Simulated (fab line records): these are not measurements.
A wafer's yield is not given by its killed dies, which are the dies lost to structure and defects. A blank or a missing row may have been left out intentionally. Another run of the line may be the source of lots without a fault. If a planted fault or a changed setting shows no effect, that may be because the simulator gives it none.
Matching of chambers -- flow sky130 -- cmp-01 running SKY_LI_CONTACT_CMP_02: 4 sister chambers
The step polishes PSG. 15 wafers are shown with their chamber, then 7 later ones without.

WAFERS PAIRED WITH THEIR CHAMBERS
wafer,chamber,motorCurrentA (A),timeToEndpointS (s),headPressurePsi (psi)
L986.1,2,13.1,37,4.002
L986.2,1,13.4,42,4.002
L986.5,3,11.4,35,4.008
L989.2,2,12.6,34,4.016
L989.3,1,13.4,37,3.993
L989.4,0,12.1,32,3.997
L990.2,2,12.5,32,4.000
L990.3,1,13.7,40,4.004
L990.6,1,13.5,41,4.002
L992.1,2,12.8,35,4.000
L992.4,0,11.6,36,4.011
L992.6,3,10.9,31,4.007
L994.1,3,10.5,29,3.989
L104.2,1,13.6,35,4.001
L104.4,3,11.3,31,3.991

SIGNATURES, as means of the wafers listed above
reading,chamber 0,chamber 1,chamber 2,chamber 3,scatter within a chamber
motorCurrentA,11.850,13.520,12.750,11.025,0.288
timeToEndpointS,34.00,39.00,34.50,31.50,2.59
headPressurePsi,4.00400,4.00040,4.00450,3.99875,0.00774
Rule: for each reading, subtract the chamber's mean from the wafer's reading, divide by that reading's scatter and square the result; add these up over the readings and take the root, which gives the wafer's distance from the chamber. If the next closest chamber is less than 2 further off than the closest, the wafer can't be placed; otherwise it belongs to the closest. The scatter: take each reading less its chamber's mean, square it, sum over the shown wafers, divide by the number of wafers less the number of chambers, and take the root.

WAFERS WITH NO CHAMBER GIVEN
wafer,motorCurrentA (A),timeToEndpointS (s),headPressurePsi (psi)
L104.5,13.2,34,4.007
L105.2,12.2,31,4.005
L105.4,11.2,32,3.987
L105.5,12.3,34,4.006
L106.1,11.0,33,3.977
L106.3,12.3,34,4.007
L106.6,11.6,32,4.002

WHICH CHAMBER EACH ONE RAN IN
wafer,from the rows above,in truth
L104.5,can't be placed: 2 or 1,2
L105.2,can't be placed: 0 or 2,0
L105.4,can't be placed: 3 or 0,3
L105.5,can't be placed: 0 or 2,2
L106.1,can't be placed: 3 or 0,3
L106.3,can't be placed: 2 or 0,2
L106.6,can't be placed: 0 or 3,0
0 of 7 placed correctly. These rows do not allow placing 7 (true chamber among the candidates in 7). Number placed wrongly: 0.
